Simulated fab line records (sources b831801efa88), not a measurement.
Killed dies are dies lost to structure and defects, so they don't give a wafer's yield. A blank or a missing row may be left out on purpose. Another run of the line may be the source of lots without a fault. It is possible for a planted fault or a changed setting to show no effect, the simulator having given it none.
Which tool is to blame? / flow gf180mcu / 42 wafers from 14 lots sampled at 6 of the route's 602 steps

## WHAT THE GAUGES SHOWED, per wafer
GF_MVSD_TW_MEAS_11.
lot=L862; measured=day 4 10:36; on=film_metro-03; MVSD_TW=1596 1585 1604
lot=L864; measured=day 4 23:55; on=film_metro-01; MVSD_TW=1500 1496 1503
lot=L865; measured=day 5 03:40; on=film_metro-01; MVSD_TW=1507 1503 1495
lot=L866; measured=day 5 08:59; on=film_metro-03; MVSD_TW=1611 1594 1598
lot=L874; measured=day 7 09:53; on=film_metro-04; MVSD_TW=1591 1592 1585
lot=L875; measured=day 7 16:41; on=film_metro-04; MVSD_TW=1582 1585 1591
lot=L876; measured=day 7 21:38; on=film_metro-03; MVSD_TW=1582 1574 1576
lot=L877; measured=day 8 03:17; on=film_metro-01; MVSD_TW=1552 1551 1568
lot=L879; measured=day 8 16:04; on=film_metro-03; MVSD_TW=1598 1593 1590
lot=L880; measured=day 8 20:51; on=film_metro-01; MVSD_TW=1549 1552 1548
lot=L882; measured=day 9 09:35; on=film_metro-03; MVSD_TW=1592 1594 1597
lot=L883; measured=day 9 14:09; on=film_metro-01; MVSD_TW=1566 1570 1568
lot=L884; measured=day 9 17:21; on=film_metro-03; MVSD_TW=1582 1584 1589
lot=L885; measured=day 10 02:50; on=film_metro-01; MVSD_TW=1573 1578 1575

GF_VT_IMPLANT_RS_MEAS_46: the measuring method here is four-point-probe.
lot=L862; measured=day 7 14:06; on=film_metro-01; MVSD_RS (ohm/sq)=457.5 458.6 458.2
lot=L864; measured=day 8 04:16; on=film_metro-04; MVSD_RS (ohm/sq)=- - -
lot=L865; measured=day 8 10:37; on=film_metro-04; MVSD_RS (ohm/sq)=- - -
lot=L866; measured=day 8 17:10; on=film_metro-03; MVSD_RS (ohm/sq)=458.2 456.3 456.7
lot=L874; measured=day 11 00:25; on=film_metro-01; MVSD_RS (ohm/sq)=458.2 457.1 459.0
lot=L875; measured=day 11 06:22; on=film_metro-04; MVSD_RS (ohm/sq)=458.2 457.1 458.1
lot=L876; measured=day 11 11:29; on=film_metro-04; MVSD_RS (ohm/sq)=456.5 456.4 456.9
lot=L877; measured=day 11 19:33; on=film_metro-04; MVSD_RS (ohm/sq)=457.7 458.4 457.0
lot=L879; measured=day 12 07:44; on=film_metro-01; MVSD_RS (ohm/sq)=457.8 456.8 456.7
lot=L880; measured=day 12 14:50; on=film_metro-03; MVSD_RS (ohm/sq)=458.4 458.5 457.8
lot=L882; measured=day 13 07:51; on=film_metro-01; MVSD_RS (ohm/sq)=458.2 458.1 458.9
lot=L883; measured=day 13 11:20; on=film_metro-01; MVSD_RS (ohm/sq)=456.1 455.2 454.1
lot=L884; measured=day 13 15:33; on=film_metro-01; MVSD_RS (ohm/sq)=458.0 456.8 456.6
lot=L885; measured=day 14 02:13; on=film_metro-04; MVSD_RS (ohm/sq)=457.2 456.6 457.5

GF_HV_LDD_THK_MEAS_55.
lot=L862; measured=day 12 11:26; on=film_metro-04; HV_LDD_CVD_54_THK (nm)=10.22 10.18 10.10
lot=L866; measured=day 13 19:58; on=film_metro-03; HV_LDD_CVD_54_THK (nm)=9.97 9.81 9.97
lot=L874; measured=day 16 13:33; on=film_metro-03; HV_LDD_CVD_54_THK (nm)=10.03 10.17 9.97
lot=L875; measured=day 16 21:09; on=film_metro-01; HV_LDD_CVD_54_THK (nm)=10.29 10.24 10.13
lot=L876; measured=day 17 02:10; on=film_metro-03; HV_LDD_CVD_54_THK (nm)=9.98 9.96 9.82
lot=L877; measured=day 17 16:19; on=film_metro-03; HV_LDD_CVD_54_THK (nm)=10.03 9.96 10.10
lot=L879; measured=day 18 05:01; on=film_metro-01; HV_LDD_CVD_54_THK (nm)=10.34 10.13 10.22
lot=L880; measured=day 18 12:52; on=film_metro-01; HV_LDD_CVD_54_THK (nm)=9.93 9.84 9.83
lot=L882; measured=day 19 10:02; on=film_metro-01; HV_LDD_CVD_54_THK (nm)=9.92 9.88 9.95
lot=L883; measured=day 19 14:47; on=film_metro-03; HV_LDD_CVD_54_THK (nm)=10.04 10.08 9.86
lot=L884; measured=day 19 19:11; on=film_metro-04; HV_LDD_CVD_54_THK (nm)=10.24 10.05 10.29
lot=L885; measured=day 20 05:20; on=film_metro-03; HV_LDD_CVD_54_THK (nm)=9.81 9.84 9.82

GF_SAB_THK_MEAS_01.
lot=L862; measured=day 14 07:02; on=film_metro-02; SAB_CVD_00_THK (nm)=49.1 49.3 49.6
lot=L866; measured=day 15 18:09; on=film_metro-01; SAB_CVD_00_THK (nm)=49.4 49.6 51.0
lot=L874; measured=day 18 14:28; on=film_metro-02; SAB_CVD_00_THK (nm)=50.2 49.4 49.8
lot=L875; measured=day 18 22:57; on=film_metro-02; SAB_CVD_00_THK (nm)=49.5 49.4 49.6
lot=L876; measured=day 19 06:11; on=film_metro-01; SAB_CVD_00_THK (nm)=48.9 49.7 50.0
lot=L877; measured=day 19 19:14; on=film_metro-02; SAB_CVD_00_THK (nm)=49.4 49.2 50.4
lot=L879; measured=day 20 06:57; on=film_metro-02; SAB_CVD_00_THK (nm)=49.5 49.5 50.6
lot=L880; measured=day 20 15:34; on=film_metro-02; SAB_CVD_00_THK (nm)=48.9 49.7 49.7
lot=L882; measured=day 21 12:25; on=film_metro-02; SAB_CVD_00_THK (nm)=48.6 50.0 50.5
lot=L883; measured=day 21 17:07; on=film_metro-04; SAB_CVD_00_THK (nm)=50.5 50.1 50.4
lot=L884; measured=day 21 21:17; on=film_metro-01; SAB_CVD_00_THK (nm)=49.7 49.3 50.4
lot=L885; measured=day 22 07:55; on=film_metro-01; SAB_CVD_00_THK (nm)=49.3 49.9 50.2

## EACH LOT AND THE TOOL THAT RAN IT (in order: tool; ch and the chambers of the sampled wafers; start)
lot=L862; GF_MVSD_IMPLANT_09=implanter-04 ch 0, day 4 10:22; GF_VT_IMPLANT_STRIP_09=plasma_asher-03 ch 0,1, day 5 15:34
lot=L864; GF_MVSD_IMPLANT_09=implanter-03, day 4 23:43; GF_VT_IMPLANT_STRIP_09=plasma_asher-03 ch 0,1, day 6 04:38
lot=L865; GF_MVSD_IMPLANT_09=implanter-02, day 5 03:28; GF_VT_IMPLANT_STRIP_09=plasma_asher-04 ch 0,1, day 6 09:20
lot=L866; GF_MVSD_IMPLANT_09=implanter-03 ch 0, day 5 08:44; GF_VT_IMPLANT_STRIP_09=plasma_asher-03 ch 0,1, day 6 16:15
lot=L874; GF_MVSD_IMPLANT_09=implanter-03 ch 0, day 7 09:38; GF_VT_IMPLANT_STRIP_09=plasma_asher-03 ch 0,1, day 8 18:59
lot=L875; GF_MVSD_IMPLANT_09=implanter-04 ch 0, day 7 16:26; GF_VT_IMPLANT_STRIP_09=plasma_asher-03 ch 0,1, day 9 01:42
lot=L876; GF_MVSD_IMPLANT_09=implanter-02 ch 0, day 7 21:23; GF_VT_IMPLANT_STRIP_09=plasma_asher-03 ch 0,1, day 9 05:51
lot=L877; GF_MVSD_IMPLANT_09=implanter-03 ch 0, day 8 03:02; GF_VT_IMPLANT_STRIP_09=plasma_asher-02 ch 0,1, day 9 13:11
lot=L879; GF_MVSD_IMPLANT_09=implanter-02 ch 0, day 8 15:51; GF_VT_IMPLANT_STRIP_09=plasma_asher-02 ch 0,1, day 10 00:35
lot=L880; GF_MVSD_IMPLANT_09=implanter-02 ch 0, day 8 20:36; GF_VT_IMPLANT_STRIP_09=plasma_asher-03 ch 0,1, day 10 07:17
lot=L882; GF_MVSD_IMPLANT_09=implanter-04 ch 0, day 9 09:20; GF_VT_IMPLANT_STRIP_09=plasma_asher-03 ch 0,1, day 10 21:13
lot=L883; GF_MVSD_IMPLANT_09=implanter-02 ch 0, day 9 13:55; GF_VT_IMPLANT_STRIP_09=plasma_asher-02 ch 0,1, day 11 01:39
lot=L884; GF_MVSD_IMPLANT_09=implanter-02 ch 0, day 9 17:06; GF_VT_IMPLANT_STRIP_09=plasma_asher-03 ch 0,1, day 11 05:07
lot=L885; GF_MVSD_IMPLANT_09=implanter-03 ch 0, day 10 02:37; GF_VT_IMPLANT_STRIP_09=plasma_asher-02 ch 0,1, day 11 14:40
- GF_MVSD_IMPLANT_09
- GF_VT_IMPLANT_STRIP_09: strips in O2/N2.

## WHAT THE TOOLS THEMSELVES READ (means of the sampled wafers that have a number; where no wafer has one, the mark that the record gives instead)
GF_MVSD_IMPLANT_09.
lot=L862; tool=implanter-04; beam_energy_keV=100.00; beam_on_s (s)=9.80; tilt_deg (degrees)=-0.024
lot=L864; tool=implanter-03; beam_energy_keV=-; beam_on_s (s)=-; tilt_deg (degrees)=-
lot=L865; tool=implanter-02; beam_energy_keV=-; beam_on_s (s)=-; tilt_deg (degrees)=-
lot=L866; tool=implanter-03; beam_energy_keV=100.04; beam_on_s (s)=10.00; tilt_deg (degrees)=-0.020
lot=L874; tool=implanter-03; beam_energy_keV=100.02; beam_on_s (s)=10.00; tilt_deg (degrees)=-0.008
lot=L875; tool=implanter-04; beam_energy_keV=99.96; beam_on_s (s)=9.91; tilt_deg (degrees)=-0.004
lot=L876; tool=implanter-02; beam_energy_keV=100.01; beam_on_s (s)=9.95; tilt_deg (degrees)=0.033
lot=L877; tool=implanter-03; beam_energy_keV=99.98; beam_on_s (s)=10.09; tilt_deg (degrees)=-0.039
lot=L879; tool=implanter-02; beam_energy_keV=99.99; beam_on_s (s)=10.16; tilt_deg (degrees)=-0.007
lot=L880; tool=implanter-02; beam_energy_keV=100.01; beam_on_s (s)=10.23; tilt_deg (degrees)=0.006
lot=L882; tool=implanter-04; beam_energy_keV=100.01; beam_on_s (s)=9.91; tilt_deg (degrees)=0.005
lot=L883; tool=implanter-02; beam_energy_keV=99.96; beam_on_s (s)=10.02; tilt_deg (degrees)=0.006
lot=L884; tool=implanter-02; beam_energy_keV=100.00; beam_on_s (s)=9.95; tilt_deg (degrees)=-0.016
lot=L885; tool=implanter-03; beam_energy_keV=99.98; beam_on_s (s)=10.07; tilt_deg (degrees)=0.002

GF_VT_IMPLANT_STRIP_09.
lot=L862; tool=plasma_asher-03; drypump_motor_current_A (A)=6.4; heater_power_w (W)=345; oes_product_au (a.u.)=0.720; strip_time_to_endpoint_s (s)=12.66
lot=L864; tool=plasma_asher-03; drypump_motor_current_A (A)=6.2; heater_power_w (W)=328; oes_product_au (a.u.)=0.718; strip_time_to_endpoint_s (s)=12.64
lot=L865; tool=plasma_asher-04; drypump_motor_current_A (A)=5.4; heater_power_w (W)=352; oes_product_au (a.u.)=0.718; strip_time_to_endpoint_s (s)=12.63
lot=L866; tool=plasma_asher-03; drypump_motor_current_A (A)=6.2; heater_power_w (W)=326; oes_product_au (a.u.)=0.720; strip_time_to_endpoint_s (s)=12.65
lot=L874; tool=plasma_asher-03; drypump_motor_current_A (A)=6.4; heater_power_w (W)=339; oes_product_au (a.u.)=0.716; strip_time_to_endpoint_s (s)=12.64
lot=L875; tool=plasma_asher-03; drypump_motor_current_A (A)=6.2; heater_power_w (W)=323; oes_product_au (a.u.)=0.724; strip_time_to_endpoint_s (s)=12.64
lot=L876; tool=plasma_asher-03; drypump_motor_current_A (A)=6.4; heater_power_w (W)=340; oes_product_au (a.u.)=0.711; strip_time_to_endpoint_s (s)=12.61
lot=L877; tool=plasma_asher-02; drypump_motor_current_A (A)=6.0; heater_power_w (W)=346; oes_product_au (a.u.)=0.718; strip_time_to_endpoint_s (s)=12.63
lot=L879; tool=plasma_asher-02; drypump_motor_current_A (A)=5.8; heater_power_w (W)=332; oes_product_au (a.u.)=0.718; strip_time_to_endpoint_s (s)=12.63
lot=L880; tool=plasma_asher-03; drypump_motor_current_A (A)=6.4; heater_power_w (W)=340; oes_product_au (a.u.)=0.713; strip_time_to_endpoint_s (s)=12.63
lot=L882; tool=plasma_asher-03; drypump_motor_current_A (A)=6.5; heater_power_w (W)=341; oes_product_au (a.u.)=0.717; strip_time_to_endpoint_s (s)=12.55
lot=L883; tool=plasma_asher-02; drypump_motor_current_A (A)=6.0; heater_power_w (W)=345; oes_product_au (a.u.)=0.712; strip_time_to_endpoint_s (s)=12.63
lot=L884; tool=plasma_asher-03; drypump_motor_current_A (A)=6.2; heater_power_w (W)=324; oes_product_au (a.u.)=0.714; strip_time_to_endpoint_s (s)=12.63
lot=L885; tool=plasma_asher-02; drypump_motor_current_A (A)=6.0; heater_power_w (W)=344; oes_product_au (a.u.)=0.714; strip_time_to_endpoint_s (s)=12.66

## THE ANSWER, worked out from the rows above alone
Rule: the lots themselves supply what counts as usual. Put in order of their means at a reading, lots are off if they are a third of the lots or fewer, leave a main group of 4 or more, and stand apart from it by a gap of 3 or more times the standard deviation of the main group's means; of several such gaps the widest counts. The tables above print the reading to a certain number of digits; a main group whose means all agree to those digits is not used. A lot without any number at a reading at which 4 lots or more have one is off too. All remaining lots with rows at the step are treated as sound. Order of review: gauges by route order, followed by the tools' own readings, for which a lot's mean as printed above is used. The first step at which some lot is off is used, and at that step the reading that is off furthest; a lot without a number counts as furthest.
Off: at GF_MVSD_TW_MEAS_11 (MVSD_TW), L864, L865. The main group: mean 1581, standard deviation 15.
If a tool, at a process step before that reading, ran all the lots that are off and no sound lot after the first of them, it fits. Not tried: the gauges at GF_MVSD_TW_MEAS_11; whatever is off there is also off at GF_VT_IMPLANT_RS_MEAS_46, on other tools, and gauge error can't account for it. None of those tried fits.

## WHAT WAS PUT IN BY THE SIMULATOR
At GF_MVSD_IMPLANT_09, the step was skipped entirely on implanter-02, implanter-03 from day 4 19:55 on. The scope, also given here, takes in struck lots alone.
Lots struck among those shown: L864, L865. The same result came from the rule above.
